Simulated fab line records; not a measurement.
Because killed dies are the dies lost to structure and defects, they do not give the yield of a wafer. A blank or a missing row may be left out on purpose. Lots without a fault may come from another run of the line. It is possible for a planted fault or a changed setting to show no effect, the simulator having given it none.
8D (eight disciplines) problem report, filled in by code ; flow sky130 ; the parts of the form that need people (team, actions taken, sign-off) are left out

## 1. THE PROBLEM
Mean of killed_at_M0_to_M3 at SKY_PAD_OPEN_PROBE_99: 203 across 3 wafers in 3 lots; on wafers with no fault it is 43 (standard deviation 7.8). That puts it +20 standard deviations away from the usual mean.
First seen on wafer L302.4, day 47 01:19, on prober-01. The record holds 39 wafers of 13 lots with a number at this step. By rule, "out" or "out of limits" means more than 4 standard deviations away from the usual mean. The other wafers with a number count as sound.

## 2. WHAT THIS IS AND IS NOT
question;is;is not
which readings at this step;killed_at_M0_to_M3, defect limited yield, killed dies, killed on rim, sort_bin_3_pad_short, sort_bin_5_function, sort_bin_6_memory, sort n pass, sort yield pct;killed at contacts, killed at other, killed short
which lots;L302, L303, L304;L297, L299, L311, L312, L313, L314, L315, L316, L317, L319
which wafers of those lots;L302.4, L303.6, L304.2;L302.2, L302.3, L303.2, L303.5, L304.3, L304.4
read on which tools;prober-01, prober-02;-
when;from day 47 01:19;"up to then (8 sound wafers); but 28 sound wafers of L303, L304, L311, L312, L313, L314, L315, L316, L317, L319 came after"

## 3. WHAT RULES OUT EACH SUSPECT
Counting: a tool at a process step up to the reading stays a suspect if it ran every lot that is out. Sound lots after the first of them don't rule it out here, since some wafers of a struck lot are sound.
- cmp-02 at SKY_VIA2_CMP_02 (polishes SiO2): kept. It ran every lot that is out, first L302 (day 36 21:59); its last sound lot up to then is L299 (day 35 18:34).
- pvd sputter-01 at SKY_METAL5_SPUTTER_01 (material TiN, target thk 20 nm, time 16.7 s): kept. It ran every lot that is out, first L302 (day 44 07:58).
- In cmp-02 at SKY_VIA2_CMP_02, the wafers that are out were processed in chamber 2 and their sound lot-mates in chambers 0, 1, 3.
After counting, cmp-02 at SKY_VIA2_CMP_02 and pvd sputter-01 at SKY_METAL5_SPUTTER_01 remain.

## 4. THE CAUSE (what the simulator had put in)
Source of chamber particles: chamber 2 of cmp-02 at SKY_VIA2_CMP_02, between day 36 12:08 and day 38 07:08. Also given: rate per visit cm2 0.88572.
This tool is one of the 2 suspects left after counting.

## 5. THE CHAIN OF EFFECTS, in route order
Each row: a reading whose mean over the struck wafers that have a number lies more than 3 standard deviations from the usual. Only readings whose record carries a usual standard deviation are examined. hours: median over the lots of the time between each lot's start at the first step of this table that gives one and its start at this step. sigmas: the change, counted in usual standard deviations.
hours;step;reading;usual;on struck wafers;change;sigmas
0;SKY_PAD_OPEN_PROBE_99;defect limited yield;82.4 %;50.9;-31.5;-18
0;SKY_PAD_OPEN_PROBE_99;killed_at_M0_to_M3;43;203;+160;+20
0;SKY_PAD_OPEN_PROBE_99;killed dies;87;242;+155;+17
0;SKY_PAD_OPEN_PROBE_99;killed on rim;17;41;+24;+7.0
0;SKY_PAD_OPEN_PROBE_99;sort_bin_3_pad_short;0.9 %;4.4;+3.5;+7.5
0;SKY_PAD_OPEN_PROBE_99;sort_bin_5_function;10.4 %;29.7;+19.3;+13
0;SKY_PAD_OPEN_PROBE_99;sort_bin_6_memory;6.3 %;15.0;+8.7;+8.7
0;SKY_PAD_OPEN_PROBE_99;sort n pass;405;250;-155;-17
0;SKY_PAD_OPEN_PROBE_99;sort yield pct;82.4 %;50.9;-31.5;-18
Here are the process steps it includes:
- SKY_PAD_OPEN_PROBE_99

## 6. HOW IT WOULD HAVE BEEN CAUGHT EARLIER
In this record no reading fell out of limits until day 47 01:19, 253 hours after the fault had begun at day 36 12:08.
No tool reading at SKY_VIA2_CMP_02 that has a usual standard deviation in the record was out on any struck wafer, so an alarm limit of 4 standard deviations on those readings would not have fired.
Each of the lots that are out, 3 in all, had begun SKY_VIA2_CMP_02 on cmp-02 no later than day 47 01:19. None of them would have been spared by holding the tool at that moment.
